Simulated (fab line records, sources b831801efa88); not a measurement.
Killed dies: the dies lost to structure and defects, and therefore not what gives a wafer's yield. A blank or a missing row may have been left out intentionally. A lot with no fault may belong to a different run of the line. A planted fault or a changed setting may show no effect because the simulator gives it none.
Which tool was responsible? | flow gf180mcu | 18 wafers from 6 lots sampled at 4 of the route's 602 steps

WHAT EACH GAUGE READ, for each wafer
GF_NWELL_TW_MEAS_11.
lot  | measured    | on            | NWELL_TW
L118 | day 3 23:38 | film-metro-01 | 1564 1561 1562
L123 | day 5 02:29 | film-metro-02 | 1581 1580 1576
L125 | day 5 15:46 | film-metro-03 | 1551 1551 1553
L131 | day 6 23:13 | film-metro-02 | 1590 1585 1586
L134 | day 7 16:28 | film-metro-02 | 1581 1574 1573
L136 | day 8 02:31 | film-metro-03 | 1560 1560 1555

WHAT TOOL EACH LOT RAN ON (gives the tool, then ch and the chambers of the sampled wafers, and finally the start)
lot  | GF_STI_ETCH_14                  | GF_STI_STRIP_15                     | GF_DNWELL_STRIP_08
L118 | rie-si-01 ch 0,1,2, day 2 17:01 | plasma-asher-04 ch 0,1, day 2 17:05 | plasma-asher-01 ch 0,1, day 3 10:14
L123 | rie-si-02 ch 0,3, day 3 18:16   | plasma-asher-03 ch 0,1, day 3 18:20 | plasma-asher-03 ch 0, day 4 11:58
L125 | rie-si-02 ch 0,1, day 4 04:37   | plasma-asher-01 ch 0,1, day 4 04:41 | plasma-asher-02 ch 0,1, day 5 01:10
L131 | rie-si-02 ch 0,1, day 5 11:58   | plasma-asher-04 ch 0,1, day 5 12:02 | plasma-asher-02 ch 0,1, day 6 07:25
L134 | rie-si-01 ch 0,2, day 6 03:28   | plasma-asher-03 ch 0,1, day 6 03:32 | plasma-asher-02 ch 0,1, day 6 23:34
L136 | rie-si-01 ch 0,1, day 6 13:49   | plasma-asher-01 ch 0,1, day 6 13:55 | plasma-asher-02 ch 0,1, day 7 10:13
- GF_STI_ETCH_14: etches Si in HBr/Cl2/O2, target depth 360 nm, time 102.9 s.
- GF_STI_STRIP_15: strips in O2/N2.
- GF_DNWELL_STRIP_08: strips in O2/N2.

THE ANSWER, worked out from the rows above alone
Rule: what is usual is taken from the lots themselves. Put in order of their means at a reading, lots are off if they are a third of the lots or fewer, leave a main group of 4 or more, and stand apart from it by a gap of 3 or more times the standard deviation of the main group's means; of several such gaps the widest counts. If all means in a main group match to the digits the tables above print for the reading, that group is not used. A lot without any number at a reading at which 4 lots or more have one is off too. The other lots that the step has rows for count as sound.
No lot is off on any of the readings shown, so nothing can be concluded from this.

WHAT THE SIMULATOR HAD INSERTED
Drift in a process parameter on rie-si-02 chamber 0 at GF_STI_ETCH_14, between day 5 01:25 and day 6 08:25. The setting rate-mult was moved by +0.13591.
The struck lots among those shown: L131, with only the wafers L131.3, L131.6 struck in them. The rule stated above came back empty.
